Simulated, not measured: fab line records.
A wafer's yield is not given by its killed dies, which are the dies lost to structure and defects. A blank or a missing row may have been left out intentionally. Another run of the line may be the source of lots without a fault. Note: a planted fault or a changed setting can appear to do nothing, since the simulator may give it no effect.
Which of the tools did it? || flow sky130 || 13 lots, 39 wafers sampled, at 5 steps of a route of 708

WHAT THE GAUGES READ, wafer by wafer
SKY_LDD_P_CD_MEAS_07: the cd target is 380 nm.
{"lot": "L656", "measured": "day 18 17:22", "on": "cd sem-01", "cd nm (nm)": "381.9 382.3 379.2"}
{"lot": "L658", "measured": "day 20 05:28", "on": "cd sem-02", "cd nm (nm)": "383.3 383.4 384.6"}
{"lot": "L659", "measured": "day 20 10:46", "on": "cd sem-02", "cd nm (nm)": "377.1 379.0 376.6"}
{"lot": "L664", "measured": "day 22 05:32", "on": "cd sem-01", "cd nm (nm)": "386.0 384.1 385.9"}
{"lot": "L666", "measured": "day 22 11:51", "on": "cd sem-01", "cd nm (nm)": "381.4 381.5 380.7"}
{"lot": "L665", "measured": "day 22 14:22", "on": "cd sem-02", "cd nm (nm)": "383.0 384.5 382.7"}
{"lot": "L670", "measured": "day 24 02:16", "on": "cd sem-01", "cd nm (nm)": "383.3 379.3 381.5"}
{"lot": "L671", "measured": "day 24 12:38", "on": "cd sem-02", "cd nm (nm)": "380.9 378.9 382.3"}
{"lot": "L673", "measured": "day 25 07:33", "on": "cd sem-01", "cd nm (nm)": "379.0 377.2 377.8"}
{"lot": "L674", "measured": "day 25 10:54", "on": "cd sem-02", "cd nm (nm)": "382.2 383.5 384.7"}
{"lot": "L675", "measured": "day 26 01:46", "on": "cd sem-02", "cd nm (nm)": "383.7 381.7 379.5"}
{"lot": "L677", "measured": "day 27 13:13", "on": "cd sem-01", "cd nm (nm)": "379.1 380.1 380.9"}
{"lot": "L679", "measured": "day 28 07:22", "on": "cd sem-02", "cd nm (nm)": "380.3 384.1 381.1"}

SKY_LDD_P_TW_MEAS_11.
{"lot": "L656", "measured": "day 18 17:46", "on": "film metro-03", "LDD_P_TW": "638 636 638"}
{"lot": "L658", "measured": "day 20 05:58", "on": "film metro-04", "LDD_P_TW": "635 633 632"}
{"lot": "L659", "measured": "day 20 11:18", "on": "film metro-01", "LDD_P_TW": "644 643 645"}
{"lot": "L664", "measured": "day 22 05:56", "on": "film metro-04", "LDD_P_TW": "632 635 633"}
{"lot": "L666", "measured": "day 22 12:14", "on": "film metro-04", "LDD_P_TW": "631 630 635"}
{"lot": "L665", "measured": "day 22 14:46", "on": "film metro-04", "LDD_P_TW": "632 632 636"}
{"lot": "L670", "measured": "day 24 02:43", "on": "film metro-01", "LDD_P_TW": "639 642 642"}
{"lot": "L671", "measured": "day 24 13:02", "on": "film metro-04", "LDD_P_TW": "632 631 635"}
{"lot": "L673", "measured": "day 25 07:56", "on": "film metro-01", "LDD_P_TW": "642 638 637"}
{"lot": "L674", "measured": "day 25 11:17", "on": "film metro-03", "LDD_P_TW": "638 637 634"}
{"lot": "L675", "measured": "day 26 02:10", "on": "film metro-03", "LDD_P_TW": "639 641 640"}
{"lot": "L677", "measured": "day 27 13:37", "on": "film metro-03", "LDD_P_TW": "636 638 636"}
{"lot": "L679", "measured": "day 28 07:46", "on": "film metro-01", "LDD_P_TW": "635 640 636"}

SKY_LDD_HVP_TW_MEAS_10.
{"lot": "L656", "measured": "day 21 07:40", "on": "film metro-04", "LDD_HVP_TW": "450 454 455"}
{"lot": "L658", "measured": "day 22 20:13", "on": "film metro-02", "LDD_HVP_TW": "469 468 467"}
{"lot": "L659", "measured": "day 23 01:06", "on": "film metro-04", "LDD_HVP_TW": "454 454 453"}
{"lot": "L664", "measured": "day 24 17:43", "on": "film metro-04", "LDD_HVP_TW": "455 455 455"}
{"lot": "L666", "measured": "day 24 23:31", "on": "film metro-04", "LDD_HVP_TW": "490 492 489"}
{"lot": "L665", "measured": "day 25 02:24", "on": "film metro-04", "LDD_HVP_TW": "486 486 486"}
{"lot": "L670", "measured": "day 26 13:21", "on": "film metro-02", "LDD_HVP_TW": "466 464 469"}
{"lot": "L671", "measured": "day 27 00:07", "on": "film metro-04", "LDD_HVP_TW": "459 455 456"}
{"lot": "L673", "measured": "day 27 17:59", "on": "film metro-03", "LDD_HVP_TW": "457 458 458"}
{"lot": "L674", "measured": "day 27 21:07", "on": "film metro-02", "LDD_HVP_TW": "462 464 464"}
{"lot": "L675", "measured": "day 28 12:15", "on": "film metro-03", "LDD_HVP_TW": "455 459 456"}
{"lot": "L677", "measured": "day 29 22:00", "on": "film metro-03", "LDD_HVP_TW": "461 460 460"}
{"lot": "L679", "measured": "day 30 16:40", "on": "film metro-02", "LDD_HVP_TW": "465 463 465"}

SKY_SPACER_THK_MEAS_01.
{"lot": "L656", "measured": "day 22 16:43", "on": "film metro-04", "SPACER_CVD_00_THK (nm)": "43.8 43.8 43.7"}
{"lot": "L658", "measured": "day 24 06:39", "on": "film metro-01", "SPACER_CVD_00_THK (nm)": "42.7 43.1 43.2"}
{"lot": "L659", "measured": "day 24 08:38", "on": "film metro-04", "SPACER_CVD_00_THK (nm)": "43.5 43.4 43.2"}
{"lot": "L664", "measured": "day 26 02:02", "on": "film metro-03", "SPACER_CVD_00_THK (nm)": "43.5 43.6 43.0"}
{"lot": "L666", "measured": "day 26 06:33", "on": "film metro-04", "SPACER_CVD_00_THK (nm)": "43.2 43.2 43.1"}
{"lot": "L665", "measured": "day 26 10:01", "on": "film metro-04", "SPACER_CVD_00_THK (nm)": "43.2 42.9 42.9"}
{"lot": "L670", "measured": "day 27 20:12", "on": "film metro-01", "SPACER_CVD_00_THK (nm)": "43.1 43.3 43.3"}
{"lot": "L671", "measured": "day 28 06:41", "on": "film metro-01", "SPACER_CVD_00_THK (nm)": "43.9 43.6 44.0"}
{"lot": "L673", "measured": "day 28 23:45", "on": "film metro-01", "SPACER_CVD_00_THK (nm)": "43.1 42.7 43.0"}
{"lot": "L674", "measured": "day 29 02:50", "on": "film metro-01", "SPACER_CVD_00_THK (nm)": "42.9 43.2 43.1"}
{"lot": "L675", "measured": "day 29 18:35", "on": "film metro-03", "SPACER_CVD_00_THK (nm)": "43.0 43.1 43.1"}
{"lot": "L677", "measured": "day 31 04:38", "on": "film metro-04", "SPACER_CVD_00_THK (nm)": "43.7 43.6 43.7"}
{"lot": "L679", "measured": "day 31 21:40", "on": "film metro-01", "SPACER_CVD_00_THK (nm)": "43.3 43.1 43.0"}

TOOL THAT RAN EACH LOT (tool first, then ch and the chambers of the sampled wafers, then the start)
{"lot": "L656", "SKY_LDD_HVP_IMPLANT_08": "implanter-04 ch 0, day 21 07:25"}
{"lot": "L658", "SKY_LDD_HVP_IMPLANT_08": "implanter-03 ch 0, day 22 19:58"}
{"lot": "L659", "SKY_LDD_HVP_IMPLANT_08": "implanter-04 ch 0, day 23 00:51"}
{"lot": "L664", "SKY_LDD_HVP_IMPLANT_08": "implanter-04 ch 0, day 24 17:28"}
{"lot": "L666", "SKY_LDD_HVP_IMPLANT_08": "implanter-03 ch 0, day 24 23:17"}
{"lot": "L665", "SKY_LDD_HVP_IMPLANT_08": "implanter-03 ch 0, day 25 02:09"}
{"lot": "L670", "SKY_LDD_HVP_IMPLANT_08": "implanter-04 ch 0, day 26 13:06"}
{"lot": "L671", "SKY_LDD_HVP_IMPLANT_08": "implanter-04 ch 0, day 26 23:52"}
{"lot": "L673", "SKY_LDD_HVP_IMPLANT_08": "implanter-03 ch 0, day 27 17:46"}
{"lot": "L674", "SKY_LDD_HVP_IMPLANT_08": "implanter-01 ch 0, day 27 20:54"}
{"lot": "L675", "SKY_LDD_HVP_IMPLANT_08": "implanter-03 ch 0, day 28 12:00"}
{"lot": "L677", "SKY_LDD_HVP_IMPLANT_08": "implanter-04 ch 0, day 29 21:45"}
{"lot": "L679", "SKY_LDD_HVP_IMPLANT_08": "implanter-04 ch 0, day 30 16:25"}
- SKY_LDD_HVP_IMPLANT_08

AS READ BY THE TOOLS THEMSELVES (means over the sampled wafers that have a number; for cases with no such wafer, the mark the record gives instead)
SKY_LDD_HVP_IMPLANT_08.
{"lot": "L656", "tool": "implanter-04", "beam on s (s)": 9.97, "end station pressure torr (Torr)": 4.85e-06, "faraday current uA": 96.3}
{"lot": "L658", "tool": "implanter-03", "beam on s (s)": 9.93, "end station pressure torr (Torr)": 4.89e-06, "faraday current uA": 96.6}
{"lot": "L659", "tool": "implanter-04", "beam on s (s)": 9.99, "end station pressure torr (Torr)": 5.05e-06, "faraday current uA": 96.1}
{"lot": "L664", "tool": "implanter-04", "beam on s (s)": 10.05, "end station pressure torr (Torr)": 5.02e-06, "faraday current uA": 95.4}
{"lot": "L666", "tool": "implanter-03", "beam on s (s)": 12.85, "end station pressure torr (Torr)": 1.16e-04, "faraday current uA": 75.5}
{"lot": "L665", "tool": "implanter-03", "beam on s (s)": 12.69, "end station pressure torr (Torr)": 1.27e-04, "faraday current uA": 76.2}
{"lot": "L670", "tool": "implanter-04", "beam on s (s)": 10.03, "end station pressure torr (Torr)": 4.94e-06, "faraday current uA": 95.6}
{"lot": "L671", "tool": "implanter-04", "beam on s (s)": 9.79, "end station pressure torr (Torr)": 4.88e-06, "faraday current uA": 97.6}
{"lot": "L673", "tool": "implanter-03", "beam on s (s)": 10.10, "end station pressure torr (Torr)": 4.79e-06, "faraday current uA": 95.1}
{"lot": "L674", "tool": "implanter-01", "beam on s (s)": 10.01, "end station pressure torr (Torr)": 5.07e-06, "faraday current uA": 95.8}
{"lot": "L675", "tool": "implanter-03", "beam on s (s)": 9.95, "end station pressure torr (Torr)": 4.76e-06, "faraday current uA": 95.9}
{"lot": "L677", "tool": "implanter-04", "beam on s (s)": 9.81, "end station pressure torr (Torr)": 5.18e-06, "faraday current uA": 97.7}
{"lot": "L679", "tool": "implanter-04", "beam on s (s)": 10.03, "end station pressure torr (Torr)": 5.24e-06, "faraday current uA": 95.5}

THE ANSWER, worked out from the rows above alone
Rule: usual is defined by the lots themselves. Put in order of their means at a reading, lots are off if they are a third of the lots or fewer, leave a main group of 4 or more, and stand apart from it by a gap of 3 or more times the standard deviation of the main group's means; of several such gaps the widest counts. If all means in a main group match to the digits the tables above print for the reading, that group is not used. Also off: a lot with no number at a reading for which 4 or more lots have one. Where the step has rows for the other lots, those lots are counted as sound. First the gauges in route order, then the tools' own readings, where a lot's mean is used as printed above. At the first step where some lot is off, the reading lying furthest off is the one used; lots without a number count as furthest.
Off: at SKY_LDD_HVP_TW_MEAS_10 (LDD_HVP_TW), L666, L665. For the main group the mean is 460 and the standard deviation 5.
A tool fits if, at a process step before that reading, it ran every lot that is off, and no sound lot after the first of them. Not tried: the gauges at SKY_LDD_HVP_TW_MEAS_10; whatever is off there is also off at SKY_LDD_HVP_IMPLANT_08, on other tools, and gauge error can't account for it. No candidate that was tried fits.

WHAT THE SIMULATOR HAD INSERTED
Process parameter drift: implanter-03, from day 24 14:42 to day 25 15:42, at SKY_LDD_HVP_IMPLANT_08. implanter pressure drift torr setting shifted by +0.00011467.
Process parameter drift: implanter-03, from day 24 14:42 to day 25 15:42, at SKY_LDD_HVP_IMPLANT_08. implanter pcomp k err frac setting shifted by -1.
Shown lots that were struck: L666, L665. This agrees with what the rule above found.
